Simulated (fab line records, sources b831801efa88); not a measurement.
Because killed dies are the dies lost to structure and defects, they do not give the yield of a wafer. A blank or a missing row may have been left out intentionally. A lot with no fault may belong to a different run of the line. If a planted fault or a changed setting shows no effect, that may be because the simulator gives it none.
The tool behind it: which one? :: flow sky130 :: Sampling: 9 lots, 27 wafers, 3 of 708 route steps

WHAT THE GAUGES SHOWED, per wafer
SKY_METAL5_RS_MEAS_05: a four-point-probe measurement.
lot: L246
measured: day 43 11:40
on: film-metro-01
METAL5_ALCU_RS (ohm/sq): 0.0274 0.0277 0.0273

lot: L247
measured: day 44 00:49
on: film-metro-01
METAL5_ALCU_RS (ohm/sq): 0.0274 0.0274 0.0265

lot: L248
measured: day 44 05:09
on: film-metro-03
METAL5_ALCU_RS (ohm/sq): 0.0274 0.0272 0.0266

lot: L249
measured: day 44 07:19
on: film-metro-03
METAL5_ALCU_RS (ohm/sq): 0.0272 0.0269 0.0269

lot: L253
measured: day 45 12:44
on: film-metro-04
METAL5_ALCU_RS (ohm/sq): 0.0278 0.0270 0.0276

lot: L255
measured: day 46 01:26
on: film-metro-01
METAL5_ALCU_RS (ohm/sq): 0.0270 0.0278 0.0271

lot: L259
measured: day 46 18:35
on: film-metro-04
METAL5_ALCU_RS (ohm/sq): 0.0271 0.0272 0.0268

lot: L260
measured: day 46 23:07
on: film-metro-03
METAL5_ALCU_RS (ohm/sq): 0.0272 0.0272 0.0274

lot: L263
measured: day 47 18:47
on: film-metro-04
METAL5_ALCU_RS (ohm/sq): 0.0266 0.0239 0.0240

WHICH TOOL RAN EACH LOT (tool, then ch and the chambers of the sampled wafers, then the start)
lot: L246
SKY_METAL5_SPUTTER_02: pvd-sputter-04, day 43 11:32
SKY_METAL5_SPUTTER_03: pvd-sputter-04, day 43 11:35

lot: L247
SKY_METAL5_SPUTTER_02: pvd-sputter-02, day 44 00:41
SKY_METAL5_SPUTTER_03: pvd-sputter-02, day 44 00:44

lot: L248
SKY_METAL5_SPUTTER_02: pvd-sputter-01, day 44 05:02
SKY_METAL5_SPUTTER_03: pvd-sputter-01, day 44 05:05

lot: L249
SKY_METAL5_SPUTTER_02: pvd-sputter-01, day 44 07:11
SKY_METAL5_SPUTTER_03: pvd-sputter-01, day 44 07:14

lot: L253
SKY_METAL5_SPUTTER_02: pvd-sputter-01, day 45 12:35
SKY_METAL5_SPUTTER_03: pvd-sputter-01, day 45 12:38

lot: L255
SKY_METAL5_SPUTTER_02: pvd-sputter-04, day 46 01:19
SKY_METAL5_SPUTTER_03: pvd-sputter-04, day 46 01:22

lot: L259
SKY_METAL5_SPUTTER_02: pvd-sputter-01, day 46 18:25
SKY_METAL5_SPUTTER_03: pvd-sputter-01, day 46 18:28

lot: L260
SKY_METAL5_SPUTTER_02: pvd-sputter-04, day 46 22:59
SKY_METAL5_SPUTTER_03: pvd-sputter-04, day 46 23:02

lot: L263
SKY_METAL5_SPUTTER_02: pvd-sputter-01, day 47 18:39
SKY_METAL5_SPUTTER_03: pvd-sputter-01, day 47 18:42
- SKY_METAL5_SPUTTER_02: material AlCu, target thk 1150 nm, time 61.2 s.
- SKY_METAL5_SPUTTER_03: material Ti, target thk 5 nm, time 3.3 s.

THE ANSWER, worked out from the rows above alone
Rule: usual is defined by the lots themselves. Put in order of their means at a reading, lots are off if they are a third of the lots or fewer, leave a main group of 4 or more, and stand apart from it by a gap of 3 or more times the standard deviation of the main group's means; of several such gaps the widest counts. Not used: any main group whose means are identical at the precision the tables above print for the reading. Also off: a lot with no number at a reading for which 4 or more lots have one. Any other lot the step has rows for is counted as sound.
Off: at SKY_METAL5_RS_MEAS_05 (METAL5_ALCU_RS), L263. Main group: mean 0.0272 ohm/sq, sd 0.00018.
If a tool, at a process step before that reading, ran all the lots that are off and no sound lot after the first of them, it fits. Gauges at SKY_METAL5_RS_MEAS_05: tried the same way as those tools. 2 tools fit, pvd-sputter-01 at SKY_METAL5_SPUTTER_02 and SKY_METAL5_SPUTTER_03 and film-metro-04 at SKY_METAL5_RS_MEAS_05, so this cannot tell which one it is.

WHAT WAS PUT IN BY THE SIMULATOR
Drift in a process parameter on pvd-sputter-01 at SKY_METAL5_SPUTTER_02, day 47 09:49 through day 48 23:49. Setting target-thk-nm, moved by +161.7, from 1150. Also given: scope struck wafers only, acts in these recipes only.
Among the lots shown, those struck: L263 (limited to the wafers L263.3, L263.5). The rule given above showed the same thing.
